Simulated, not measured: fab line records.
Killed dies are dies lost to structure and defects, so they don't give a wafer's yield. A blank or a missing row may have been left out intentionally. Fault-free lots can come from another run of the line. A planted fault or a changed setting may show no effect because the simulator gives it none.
Comparing a struck lot with a sound one ; flow gf180mcu ; 14 out of 602 route steps
Sound: the wafers L104.1, L104.5, L104.6. Struck: wafers L997.2, L997.5, L997.6. The cause is given at the end.
Order at every step that has rows: each side's tool, ch and its chambers, its first start. Under that, the readings that differ: sound wafers ; struck wafers ; difference of the means ; sigmas: that difference in standard deviations of wafers without a fault.
alike: readings with means less than 2 such deviations apart, plus words and numbers identical on both sides. not compared: withheld readings, readings lacking a value on some wafer, bounds such as >300 that could conceal the same value, and numbers that have no deviation in the record and whose values overlap.
Wherever a step has rows on one side only, a row that says differs or no value, or a row with sigmas, the two part there. When numbers do not overlap yet have no deviation, they are printed without sigmas and do not part them. Lack of a reading on every wafer of one side parts them only where that side has two or more wafers.

GF_TOP_METAL_SPUTTER_00: material Ti, target thk 37.5 nm, time 150 s.
  struck on pvdSputter-01, day 30 06:29; sound on pvdSputter-02, day 32 00:16
  alike: chamberPressurePa, throttleValvePct
GF_TOP_METAL_SPUTTER_01: material TiN, target thk 30 nm, time 25 s.
  struck on pvdSputter-01, day 30 06:35; sound on pvdSputter-02, day 32 00:22
  alike: chamberPressurePa, throttleValvePct
GF_TOP_METAL_SPUTTER_02: material AlCu, target thk 900 nm, time 47.82 s.
  struck on pvdSputter-01, day 30 06:37; sound on pvdSputter-02, day 32 00:24
  alike: chamberPressurePa, throttleValvePct
GF_TOP_METAL_SPUTTER_03: material Ti, target thk 5 nm, time 3.3 s.
  struck on pvdSputter-01, day 30 06:40; sound on pvdSputter-02, day 32 00:26
  alike: chamberPressurePa, throttleValvePct
GF_TOP_METAL_SPUTTER_04: material TiN, target thk 25 nm, time 20.8 s.
  struck on pvdSputter-01, day 30 06:41; sound on pvdSputter-02, day 32 00:28
  alike: chamberPressurePa, throttleValvePct
GF_TOP_METAL_RS_MEAS_05: uses a four-point probe to measure.
  struck on filmMetro-02, day 30 06:44; sound on filmMetro-03, day 32 00:29
  alike: TOP_METAL_ALCU_RS
GF_TOP_METAL_THK_MEAS_06: measures by xrf.
  struck on filmMetro-02, day 30 06:50; sound on filmMetro-03, day 32 00:37
  alike: TOP_METAL_ALCU_THK
then, 5 steps without rows for these wafers: GF_TOP_METAL_DEHYDRATE_07 (time 60 s); GF_TOP_METAL_HMDS_08 (prime time 60 s); GF_TOP_METAL_COAT_09 (resist thk 1500 nm); GF_TOP_METAL_SOFTBAKE_10 (time 60 s); GF_TOP_METAL_EXPOSE_11 (exposes mask MetalTop, target cd 440 nm).
GF_TOP_METAL_PEB_12:
  sound on lithoTrack-02 ch 0, day 32 16:34; struck on lithoTrack-01, day 31 00:07
reading;sound;struck;difference;sigmas
exhaustPa (Pa);44.0 45.6 45.2;- - -;no value on the struck wafers;
  not compared: chillPlateTempC, resistLineTempC, timeS
then, 1 step without rows for these wafers: GF_TOP_METAL_DEVELOP_13 (develop time 60 s).

== WHERE THEY PART ==
At GF_TOP_METAL_PEB_12 and nowhere else, as far as this record goes.

WHY: whatever the simulator had introduced
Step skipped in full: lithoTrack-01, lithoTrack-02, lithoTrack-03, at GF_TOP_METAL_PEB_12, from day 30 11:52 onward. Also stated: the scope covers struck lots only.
